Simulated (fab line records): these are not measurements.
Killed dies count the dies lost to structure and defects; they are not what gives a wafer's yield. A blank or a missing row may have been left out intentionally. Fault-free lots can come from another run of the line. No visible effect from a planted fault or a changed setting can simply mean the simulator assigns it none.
One fault seen from 2 desks    flow sky130    numbers are kept per desk, each desk with only its own; the story behind them comes last

## FROM THE METROLOGY DESK
Lot by lot, what the gauges showed, no matter which tool ran the lot: averages of those sampled wafers that carry a number. A lot is out of limits, marked OUT, if its mean lies more than 4 standard deviations from the usual mean; the brackets give that distance.
Columns: A = NWELL_RS at SKY_NWELL_RS_MEAS_29, usual 624.6 ohm/sq; B = PWDE_RS at SKY_NWELL_RS_MEAS_31, usual 5270 ohm/sq; C = cd nm at SKY_VT_ADJUST_HVTP_CD_MEAS_07, usual 380.5 nm; D = VT_ADJUST_HVTP_OVL at SKY_VT_ADJUST_HVTP_OVL_MEAS_08, usual 0.1 nm
lot   first seen here  A      B     C      D
L969  day 5 17:02      622.6  5253  381.6  0.5
L978  day 7 14:53      624.2  5278  380.5  -1.3
L982  day 8 18:05      625.4  5244  380.5  -1.6
L984  day 9 04:45      627.2  5247  382.1  -0.3
L988  day 10 01:20     623.6  5272  381.0  1.1
L991  day 11 11:38     624.2  5314  378.4  -0.7
Finding of this desk: none of the 6 lots has anything out of limits.

## TOOL OWNER'S DESK, implanter-04
The tool's own readings at SKY_VT_ADJUST_HVTP_IMPLANT_09, given as means over the sampled wafers that have a number, one for each lot that went through this tool. A lot is out of limits, marked OUT, if its mean lies more than 4 standard deviations from the usual mean; the brackets give that distance.
Columns: A = beam energy keV at SKY_VT_ADJUST_HVTP_IMPLANT_09, usual 150.00; B = faraday current uA at SKY_VT_ADJUST_HVTP_IMPLANT_09, usual 24.2
lot   first seen here  A                         B
L978  day 8 11:17      150.04                    24.9
L982  day 9 15:46      161.55 (+99 or more) OUT  24.4
L984  day 10 02:14     161.52 (+99 or more) OUT  24.4
This desk's verdict: out of limits on L982, L984, starting with L982 at day 9 15:46 (beam energy keV at SKY_VT_ADJUST_HVTP_IMPLANT_09). L978: within limits.

## BROUGHT TOGETHER
At day 9 15:46, on L982, L984, the tool owner's desk was in a position to raise an alarm.
From the metrology desk's view, nothing was out of limits.
The metrology desk holds a record of L982, L984, inside its limits.
On implanter-04, each named lot ran SKY_VT_ADJUST_HVTP_IMPLANT_09.

## WHAT THE SIMULATOR PUT IN
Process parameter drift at SKY_VT_ADJUST_HVTP_IMPLANT_09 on implanter-04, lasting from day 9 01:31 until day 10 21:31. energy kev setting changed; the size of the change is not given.
Lots struck among those shown: L982, L984.
Hours from the fault's start to each desk's first reading out of limits: the tool owner's desk, 14.
